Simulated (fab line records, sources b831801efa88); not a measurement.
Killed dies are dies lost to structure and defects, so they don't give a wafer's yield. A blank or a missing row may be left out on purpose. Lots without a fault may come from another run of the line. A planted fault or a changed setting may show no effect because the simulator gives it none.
A struck lot beside a sound one | flow sky130 | 34 steps out of a route of 708
Sound: wafers L770.1, L770.4, L770.5. Struck: wafers L782.2, L782.4, L782.5. The cause comes at the end.
At each step with rows: each side's tool, then ch and its chambers, then its first start. Under that, the readings that differ: sound wafers | struck wafers | difference of the means | sigmas: that difference in standard deviations of wafers without a fault.
alike: readings whose means differ by less than 2 such deviations, and words and numbers that are the same on both sides. not compared: withheld readings, readings that some wafer has no value for, bounds like >300 that may hide the same value, and numbers for which the record gives no deviation and whose values overlap.
The two part at a step that has a row with sigmas, a row that says differs or no value, or rows on one side only. Numbers that don't overlap but have no deviation are shown without sigmas and don't part them. A reading that every wafer of one side lacks parts them only if that side has two wafers or more.

first, 4 steps without rows for these wafers: SKY_METAL5_SOFTBAKE_10 (time 60 s); SKY_METAL5_EXPOSE_11 (exposes mask MM5, target cd 1600 nm); SKY_METAL5_PEB_12; SKY_METAL5_DEVELOP_13 (develop time 60 s).
SKY_METAL5_DESCUM_14: chemistry O2, time 11 s.
  sound on rie_metal-01 ch 0,1, day 44 06:52; struck on rie_metal-03 ch 0,1, day 47 15:30
  alike: drypump_motor_current_A, oes_product_au
  not compared: rf_hours_counter_h
then, 1 step without rows for these wafers: SKY_METAL5_METAL_ETCH_15 (etches the open film in Cl2/BCl3, stops on SiO2, target depth 1260 nm, time 252 s).
SKY_METAL5_STRIP_16: strips in O2/N2.
  sound on plasma_asher-03 ch 1, day 44 07:14; struck on plasma_asher-03 ch 0,1, day 47 15:46
  alike: drypump_motor_current_A, oes_product_au, strip_time_to_endpoint_s
  not compared: rf_hours_counter_h
then, 3 steps without rows for these wafers: SKY_METAL5_STRIP_17 (strips in post etch residue remover, time 1200 s); SKY_METAL5_CLEAN_18 (cleans in IPA, time 180 s); SKY_METAL5_CLEAN_19 (cleans in O3/DIW).
SKY_PASSIVATION_CVD_00: deposits SiO2, target thk 90 nm.
  sound on pecvd-01 ch 1,2, day 44 07:49; struck on pecvd-02 ch 0,2, day 47 16:22
  alike: heater_power_w, rf_fwd_power_W
SKY_PASSIVATION_THK_MEAS_01:
  sound on film_metro-04, day 44 07:51; struck on film_metro-02, day 47 16:23
  alike: PASSIVATION_CVD_00_THK
SKY_PASSIVATION_CVD_02: deposits Si3N4, target thk 540 nm.
  sound on pecvd-04 ch 0,2, day 44 07:55; struck on pecvd-01 ch 1,2, day 47 16:26
  reading                                       | sound             | struck            | difference | sigmas
  heater_power_w (W)                            | 877 742 887       | 585 458 614       | -283       | -3
  rf_fwd_power_W (W)                            | 449.8 448.6 446.2 | 628.0 629.8 628.9 | +180.7     | +99 or more
  model.Si3N4_of_PASSIVATION_CVD_02.thk_nm (nm) | 539.8 555 555.3   | 598.4 607.9 609.1 | +55.1      |
SKY_PASSIVATION_THK_MEAS_03:
  sound on film_metro-02, day 44 08:08; struck on film_metro-04, day 47 16:41
  reading                     | sound       | struck      | difference | sigmas
  PASSIVATION_CVD_02_THK (nm) | 540 555 555 | 598 608 609 | +55        | +7
then, 7 steps without rows for these wafers: SKY_PASSIVATION_DEHYDRATE_04 (time 60 s); SKY_PASSIVATION_HMDS_05 (prime time 60 s); SKY_PASSIVATION_COAT_06 (resist thk 3000 nm); SKY_PASSIVATION_SOFTBAKE_07; SKY_PASSIVATION_EXPOSE_08 (exposes mask NSM, target cd 3000 nm); SKY_PASSIVATION_PEB_09; SKY_PASSIVATION_DEVELOP_10 (develop time 60 s).
SKY_PASSIVATION_ETCH_11: etches the open film in CF4/O2, stops on AlCu, target depth 725 nm, time 161.1 s.
  sound on rie_diel-04 ch 1,2,3, day 45 06:14; struck on rie_diel-02 ch 0,1,3, day 48 12:34
  alike: drypump_motor_current_A, oes_product_au, throttle_valve_pct
  not compared: rf_hours_counter_h, model.PASSIVATION.feature_depth_nm, model.etch.depth_nm
SKY_PASSIVATION_STRIP_12: strips in O2/N2.
  sound on plasma_asher-02 ch 0,1, day 45 06:21; struck on plasma_asher-04 ch 0,1, day 48 12:41
  alike: drypump_motor_current_A, oes_product_au, strip_time_to_endpoint_s
  not compared: rf_hours_counter_h
then, 7 steps without rows for these wafers: SKY_PAD_OPEN_DEHYDRATE_00 (time 60 s); SKY_PAD_OPEN_HMDS_01 (prime time 60 s); SKY_PAD_OPEN_COAT_02 (resist thk 3000 nm); SKY_PAD_OPEN_SOFTBAKE_03; SKY_PAD_OPEN_EXPOSE_04 (exposes mask PDM, target cd 60000 nm); SKY_PAD_OPEN_PEB_05; SKY_PAD_OPEN_DEVELOP_06 (develop time 60 s).
SKY_PAD_OPEN_ETCH_07: etches the open film in CF4/O2, stops on AlCu, target depth 725 nm, time 161.1 s.
  sound on rie_diel-04 ch 2,3, day 46 03:52; struck on rie_diel-04 ch 0,1, day 49 08:19
  alike: drypump_motor_current_A, oes_product_au, throttle_valve_pct
  not compared: rf_hours_counter_h, model.etch.depth_nm, model.PAD_OPEN.feature_depth_nm
SKY_PAD_OPEN_STRIP_08: strips in O2/N2.
  sound on plasma_asher-03 ch 0,1, day 46 03:59; struck on plasma_asher-03 ch 0,1, day 49 08:26
  reading                      | sound             | struck            | difference | sigmas
  strip_time_to_endpoint_s (s) | 37.01 36.97 37.07 | 37.19 37.17 37.27 | +0.19      | +2
  alike: drypump_motor_current_A, oes_product_au
  not compared: rf_hours_counter_h
SKY_PAD_OPEN_STRIP_09: strips in post etch residue remover, time 1200 s.
  sound on wet_bench-01 ch 3, day 46 04:05; struck on wet_bench-01 ch 0, day 49 08:32
  reading                                       | sound             | struck            | difference | sigmas
  model.Si3N4_of_PASSIVATION_CVD_02.thk_nm (nm) | 539.4 554.7 554.9 | 598.1 607.6 608.8 | +55.2      |
then, 1 step without rows for these wafers: SKY_PAD_OPEN_CLEAN_10 (cleans in IPA, time 180 s).

WHERE THEY PART
First at SKY_PASSIVATION_CVD_02; last, within this record, at SKY_PAD_OPEN_STRIP_08.

WHY: what the simulator had put in
Process parameter drift: pecvd-01, from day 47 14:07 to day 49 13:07, at SKY_PASSIVATION_CVD_02. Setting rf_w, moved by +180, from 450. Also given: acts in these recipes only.
